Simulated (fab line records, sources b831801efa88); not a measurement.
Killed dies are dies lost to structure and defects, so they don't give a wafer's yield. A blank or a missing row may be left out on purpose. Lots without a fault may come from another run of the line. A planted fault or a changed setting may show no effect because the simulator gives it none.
Which tool did it? | flow gf180mcu | 13 lots, 39 wafers sampled, at 4 steps of a route of 602

WHAT THE GAUGES READ, wafer by wafer
GF_STI_BOW_MEAS_00.
lot  | measured    | on            | INCOMING_BOW (um)
L269 | day 1 10:01 | film_metro-04 | -13 7 -13
L270 | day 1 15:00 | film_metro-04 | 5 7 12
L271 | day 1 20:00 | film_metro-03 | -3 -6 2
L274 | day 2 11:02 | film_metro-04 | -10 -2 -2
L275 | day 2 16:01 | film_metro-04 | 8 -6 -6
L277 | day 3 02:01 | film_metro-03 | 8 -5 -4
L279 | day 3 12:01 | film_metro-04 | 1 4 3
L283 | day 4 08:00 | film_metro-01 | 1 -1 -7
L287 | day 5 04:04 | film_metro-04 | 4 12 0
L288 | day 5 09:00 | film_metro-03 | 5 -4 7
L289 | day 5 14:00 | film_metro-04 | -7 3 -6
L290 | day 5 19:00 | film_metro-04 | -9 3 3
L292 | day 6 05:01 | film_metro-03 | 2 -2 -3

GF_VT_IMPLANT_TW_MEAS_32.
lot  | measured     | on            | VT_IMPLANT_3_TW
L269 | day 7 00:17  | film_metro-04 | 272.0 273.0 270.5
L270 | day 7 04:14  | film_metro-03 | 264.5 263.2 263.9
L271 | day 7 10:28  | film_metro-02 | 266.2 267.1 267.9
L274 | day 8 01:56  | film_metro-02 | 269.4 268.8 268.1
L275 | day 8 09:04  | film_metro-03 | 263.4 264.2 264.2
L277 | day 8 21:26  | film_metro-02 | 267.6 268.3 268.9
L279 | day 9 12:08  | film_metro-04 | 269.4 268.6 269.3
L283 | day 10 18:34 | film_metro-02 | 269.3 268.0 268.9
L287 | day 11 22:23 | film_metro-04 | 269.8 269.6 269.8
L288 | day 12 12:37 | film_metro-02 | 270.6 269.0 268.3
L289 | day 12 16:52 | film_metro-04 | 273.8 272.2 274.0
L290 | day 12 16:03 | film_metro-02 | 269.7 269.9 271.4
L292 | day 13 08:55 | film_metro-03 | 265.6 264.7 264.2

WHICH TOOL RAN EACH LOT (tool, then ch and the chambers of the sampled wafers, then the start)
lot  | GF_NWELL_COAT_02                 | GF_NWELL_STRIP_10
L269 | litho_track-02 ch 0, day 3 05:28 | plasma_asher-03 ch 0,1, day 3 12:28
L270 | litho_track-03 ch 0, day 3 08:59 | plasma_asher-02 ch 0,1, day 3 15:49
L271 | litho_track-03 ch 0, day 3 13:11 | plasma_asher-03 ch 0,1, day 3 20:43
L274 | litho_track-02 ch 0, day 4 02:59 | plasma_asher-03 ch 0,1, day 4 10:40
L275 | litho_track-01 ch 0, day 4 08:12 | plasma_asher-03 ch 0,1, day 4 16:02
L277 | litho_track-03 ch 0, day 4 19:25 | plasma_asher-03 ch 0,1, day 5 03:16
L279 | litho_track-01 ch 0, day 5 07:30 | plasma_asher-02 ch 0,1, day 5 14:31
L283 | litho_track-01 ch 0, day 6 07:55 | plasma_asher-02 ch 0,1, day 6 15:34
L287 | litho_track-01 ch 0, day 7 05:12 | plasma_asher-04 ch 0,1, day 7 13:31
L288 | litho_track-01 ch 0, day 7 16:01 | plasma_asher-03 ch 0,1, day 8 01:10
L289 | litho_track-03 ch 0, day 7 18:29 | plasma_asher-04 ch 1, day 8 03:04
L290 | litho_track-03 ch 0, day 7 17:50 | plasma_asher-02 ch 0,1, day 8 02:43
L292 | litho_track-02 ch 0, day 8 08:58 | plasma_asher-04 ch 0,1, day 8 18:25
- GF_NWELL_COAT_02: resist thk 3000 nm.
- GF_NWELL_STRIP_10: strips in O2/N2.

WHAT THE TOOLS THEMSELVES READ (means of the sampled wafers that have a number; where no wafer has one, the mark that the record gives instead)
GF_NWELL_COAT_02.
lot  | tool           | resist_line_temp_C (C) | spin_speed_rpm (rpm)
L269 | litho_track-02 | 22.99                  | 2000.5
L270 | litho_track-03 | 22.99                  | 2000.3
L271 | litho_track-03 | 23.07                  | 1997.9
L274 | litho_track-02 | 22.91                  | 2000.8
L275 | litho_track-01 | 23.03                  | 1999.2
L277 | litho_track-03 | 23.16                  | 2000.4
L279 | litho_track-01 | 22.98                  | 1999.7
L283 | litho_track-01 | 23.16                  | 2000.2
L287 | litho_track-01 | 23.00                  | 2056.3
L288 | litho_track-01 | 23.03                  | 2059.0
L289 | litho_track-03 | 22.97                  | 1999.5
L290 | litho_track-03 | 23.05                  | 2000.5
L292 | litho_track-02 | 22.86                  | 1998.1

GF_NWELL_STRIP_10.
lot  | tool            | drypump_motor_current_A (A) | heater_power_w (W) | oes_product_au (a.u.) | strip_time_to_endpoint_s (s)
L269 | plasma_asher-03 | 5.76                        | 376                | 0.723                 | 36.90
L270 | plasma_asher-02 | 5.66                        | 319                | 0.723                 | 36.99
L271 | plasma_asher-03 | 5.77                        | 380                | 0.724                 | 36.98
L274 | plasma_asher-03 | 5.76                        | 383                | 0.723                 | 36.88
L275 | plasma_asher-03 | 5.77                        | 376                | 0.725                 | 37.01
L277 | plasma_asher-03 | 5.76                        | 377                | 0.724                 | 37.07
L279 | plasma_asher-02 | 5.73                        | 303                | 0.725                 | 36.92
L283 | plasma_asher-02 | 5.65                        | 311                | 0.725                 | 36.91
L287 | plasma_asher-04 | 5.95                        | 336                | 0.722                 | 36.41
L288 | plasma_asher-03 | 5.85                        | 385                | 0.719                 | 36.40
L289 | plasma_asher-04 | 6.07                        | 348                | 0.719                 | 36.81
L290 | plasma_asher-02 | 5.72                        | 308                | 0.720                 | 36.76
L292 | plasma_asher-04 | 5.97                        | 336                | 0.721                 | 36.98

THE ANSWER, worked out from the rows above alone
Rule: what is usual is taken from the lots themselves. Put in order of their means at a reading, lots are off if they are a third of the lots or fewer, leave a main group of 4 or more, and stand apart from it by a gap of 3 or more times the standard deviation of the main group's means; of several such gaps the widest counts. A main group whose means are all the same, to the digits that the tables above print for the reading, isn't used. A lot without any number at a reading at which 4 lots or more have one is off too. The other lots that the step has rows for count as sound. The gauges are gone through in route order, then the tools' own readings, and for those a lot's mean is taken as printed above. The first step at which some lot is off is used, and at that step the reading that is off furthest; a lot without a number counts as furthest.
Off: L287, L288, at GF_NWELL_COAT_02 (spin_speed_rpm). The main group: mean 1999.7 rpm, standard deviation 0.94.
A tool fits if, at that step or a process step before it, it ran every lot that is off, and no sound lot after the first of them. One fits: litho_track-01 at GF_NWELL_COAT_02. Its last sound lot is L283 (day 6 07:55), its first lot that is off L287 (day 7 05:12): a fault that began between those two fits.
The tool's own readings at GF_NWELL_COAT_02 bear it out: on the lots that are off they differ by more than 5 times the standard deviation of the sound lots' means. spin_speed_rpm reads 2057.7 rpm there against 1999.7 rpm on the sound lots.

WHAT THE SIMULATOR HAD PUT IN
Process parameter drift: litho_track-01, from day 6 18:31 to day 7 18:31, at GF_NWELL_COAT_02. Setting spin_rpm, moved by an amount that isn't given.
Lots struck among those shown: L287, L288. The rule above found the same.
